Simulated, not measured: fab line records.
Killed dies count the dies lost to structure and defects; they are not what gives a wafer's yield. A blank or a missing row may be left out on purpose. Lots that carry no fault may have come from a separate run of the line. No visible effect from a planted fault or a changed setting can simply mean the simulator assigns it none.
Which of the tools did it? -- flow sfqLine -- 14 lots with 41 wafers sampled at 4 steps, on a route of 325 steps

== WHAT THE GAUGES SHOWED, per wafer ==
No reading from a measuring or inspecting step in the record can be judged against a usual standard deviation.

== EACH LOT AND THE TOOL THAT RAN IT (in order: tool; ch and the chambers of the sampled wafers; start) ==
lot,SFQ_TRILAYER_L0_BARC_OPEN_METAL_ETCH_010,SFQ_TRILAYER_I0_DEP_PECVD_027,SFQ_TRILAYER_M2_ETCH_METAL_ETCH_060,SFQ_TRILAYER_M2_STRIP_STRIP_061
L884,"rieMetal-01 ch 0, day 4 03:44","pecvd-03 ch 1,2, day 11 20:28","rieMetal-04 ch 0,1, day 30 23:53","rieMetal-04 ch 0,1, day 31 00:00"
L885,"rieMetal-01 ch 0,1, day 4 08:32","pecvd-01 ch 0,2, day 12 01:15","rieMetal-03 ch 0, day 31 11:46","rieMetal-03 ch 0, day 31 11:53"
L886,"rieMetal-01 ch 0, day 4 18:59","pecvd-04 ch 0,2, day 12 12:03","rieMetal-02 ch 0,1, day 32 10:55","rieMetal-02 ch 0,1, day 32 11:03"
L888,"rieMetal-02 ch 1, day 5 09:23","pecvd-04 ch 1,2, day 13 08:28","rieMetal-02 ch 0,1, day 32 22:55","rieMetal-02 ch 0,1, day 32 23:03"
L892,"rieMetal-02 ch 0,1, day 6 06:59","pecvd-01 ch 1,2, day 15 10:59","rieMetal-03 ch 0,1, day 36 12:21","rieMetal-03 ch 0,1, day 36 12:28"
L893,"rieMetal-01 ch 0,1, day 6 10:35","pecvd-03 ch 0,1,2, day 15 20:35","rieMetal-04 ch 0,1, day 36 13:33","rieMetal-04 ch 0,1, day 36 13:40"
L895,"rieMetal-01 ch 1, day 7 02:11","pecvd-03 ch 1,2, day 16 16:52","rieMetal-04 ch 0,1, day 36 20:45","rieMetal-04 ch 0,1, day 36 20:52"
L899,"rieMetal-03 ch 0,1, day 8 02:11","pecvd-01 ch 0,1,2, day 17 17:59","rieMetal-04 ch 0,1, day 37 22:41","rieMetal-04 ch 0,1, day 37 22:49"
L900,"rieMetal-03 ch 0,1, day 8 10:35","pecvd-04 ch 1,2, day 18 02:23","rieMetal-04 ch 0,1, day 38 15:29","rieMetal-04 ch 0,1, day 38 15:37"
L902,"rieMetal-02 ch 0,1, day 8 22:35","pecvd-04 ch 1,2, day 18 16:55","rieMetal-04 ch 0,1, day 39 20:27","rieMetal-04 ch 0,1, day 39 20:34"
L904,"rieMetal-03 ch 0,1, day 9 17:04","pecvd-01 ch 0,1, day 20 01:19","rieMetal-03 ch 0,1, day 40 06:05","rieMetal-03 ch 0,1, day 40 06:22"
L905,"rieMetal-02 ch 0,1, day 10 00:16","pecvd-01 ch 0,2, day 20 10:23","rieMetal-03 ch 0,1, day 40 08:27","rieMetal-03 ch 0,1, day 40 08:34"
L906,"rieMetal-02 ch 0,1, day 10 06:16","pecvd-04 ch 0,1,2, day 20 22:10","rieMetal-04 ch 0,1, day 40 15:39","rieMetal-04 ch 0,1, day 40 15:46"
L907,"rieMetal-03 ch 0,1, day 10 12:16","pecvd-01 ch 0,1,2, day 21 06:34","rieMetal-02 ch 0,1, day 41 01:15","rieMetal-02 ch 0,1, day 41 01:22"
- SFQ_TRILAYER_L0_BARC_OPEN_METAL_ETCH_010: etches BARC in O2, target depth 125 nm, time 41.7 s.
- SFQ_TRILAYER_I0_DEP_PECVD_027: deposits SiO2 from SiH4/N2O, time 111.11 s, target thk 500 nm.
- SFQ_TRILAYER_M2_ETCH_METAL_ETCH_060: etches Nb in Cl2/Ar, stops on SiO2, target depth 240 nm, time 120 s.
- SFQ_TRILAYER_M2_STRIP_STRIP_061: strips in O2.

== AS READ BY THE TOOLS THEMSELVES (means over the sampled wafers that have a number; for cases with no such wafer, the mark the record gives instead) ==
SFQ_TRILAYER_L0_BARC_OPEN_METAL_ETCH_010.
lot,tool,drypumpMotorCurrentA (A),oesProductAu (a.u.),rfFwdPowerW (W),runLengthS (s)
L884,rieMetal-01,5.4,0.690,596,70.4
L885,rieMetal-01,5.4,0.683,596,70.6
L886,rieMetal-01,5.3,0.686,593,70.5
L888,rieMetal-02,6.4,0.684,594,69.9
L892,rieMetal-02,5.7,0.685,595,69.7
L893,rieMetal-01,5.4,0.688,596,69.9
L895,rieMetal-01,5.3,0.695,596,69.6
L899,rieMetal-03,5.6,0.685,595,70.1
L900,rieMetal-03,5.7,0.684,589,70.4
L902,rieMetal-02,6.1,0.689,596,69.8
L904,rieMetal-03,5.7,0.684,593,70.0
L905,rieMetal-02,5.7,0.695,595,69.9
L906,rieMetal-02,6.1,0.684,595,69.9
L907,rieMetal-03,5.7,0.682,592,70.0

SFQ_TRILAYER_I0_DEP_PECVD_027.
lot,tool,heaterPowerW (W),rfFwdPowerW (W),throttleValvePct (%)
L884,pecvd-03,91,182.6,24.3
L885,pecvd-01,89,182.0,22.8
L886,pecvd-04,91,181.5,24.8
L888,pecvd-04,84,181.7,25.1
L892,pecvd-01,97,182.5,23.1
L893,pecvd-03,88,182.4,25.3
L895,pecvd-03,88,182.8,24.8
L899,pecvd-01,91,181.7,23.6
L900,pecvd-04,82,182.0,25.5
L902,pecvd-04,82,182.1,25.7
L904,pecvd-01,90,182.2,24.3
L905,pecvd-01,94,182.7,23.3
L906,pecvd-04,84,181.8,25.1
L907,pecvd-01,92,182.0,24.1

SFQ_TRILAYER_M2_ETCH_METAL_ETCH_060.
lot,tool,drypumpMotorCurrentA (A),oesProductAu (a.u.),rfFwdPowerW (W),runLengthS (s)
L884,rieMetal-04,5.2,0.893,596.5,148.51
L885,rieMetal-03,5.5,0.899,598.0,147.96
L886,rieMetal-02,6.0,0.906,598.0,148.07
L888,rieMetal-02,6.0,0.896,598.9,148.17
L892,rieMetal-03,5.6,0.894,595.2,148.15
L893,rieMetal-04,5.2,0.899,599.3,148.47
L895,rieMetal-04,5.2,0.899,594.2,148.44
L899,rieMetal-04,5.2,0.893,602.5,148.45
L900,rieMetal-04,5.2,0.910,599.2,148.45
L902,rieMetal-04,5.2,0.897,596.9,148.39
L904,rieMetal-03,5.7,0.897,596.2,148.66
L905,rieMetal-03,5.6,0.893,597.7,148.10
L906,rieMetal-04,5.3,0.898,596.9,148.43
L907,rieMetal-02,5.7,0.903,597.0,148.14

SFQ_TRILAYER_M2_STRIP_STRIP_061.
lot,tool,drypumpMotorCurrentA (A),oesProductAu (a.u.)
L884,rieMetal-04,5.2,1.010
L885,rieMetal-03,5.5,0.992
L886,rieMetal-02,6.1,0.999
L888,rieMetal-02,6.0,1.002
L892,rieMetal-03,5.6,1.002
L893,rieMetal-04,5.2,1.008
L895,rieMetal-04,5.2,1.007
L899,rieMetal-04,5.2,1.005
L900,rieMetal-04,5.2,0.999
L902,rieMetal-04,5.2,1.003
L904,rieMetal-03,5.7,1.010
L905,rieMetal-03,5.6,1.004
L906,rieMetal-04,5.2,1.002
L907,rieMetal-02,5.7,0.996

== THE ANSWER, worked out from the rows above alone ==
Rule: what is usual is taken from the lots themselves. The widest of any qualifying gaps counts: lots, ordered by their means at a reading, are off when they make up no more than a third of the lots, leave a main group of 4 or more, and stand apart from it by 3 or more times the standard deviation of that group's means. A main group whose means are all the same, to the digits that the tables above print for the reading, isn't used. A lot without any number at a reading at which 4 lots or more have one is off too. Any other lot the step has rows for is counted as sound. After the gauges, taken in route order, come the tools' own readings; for these a lot's mean is taken, as printed above. At the first step where some lot is off, the reading lying furthest off is the one used; lots without a number count as furthest.
Nothing can be told from this: no lot is off at any reading shown.

== WHAT THE SIMULATOR HAD INSERTED ==
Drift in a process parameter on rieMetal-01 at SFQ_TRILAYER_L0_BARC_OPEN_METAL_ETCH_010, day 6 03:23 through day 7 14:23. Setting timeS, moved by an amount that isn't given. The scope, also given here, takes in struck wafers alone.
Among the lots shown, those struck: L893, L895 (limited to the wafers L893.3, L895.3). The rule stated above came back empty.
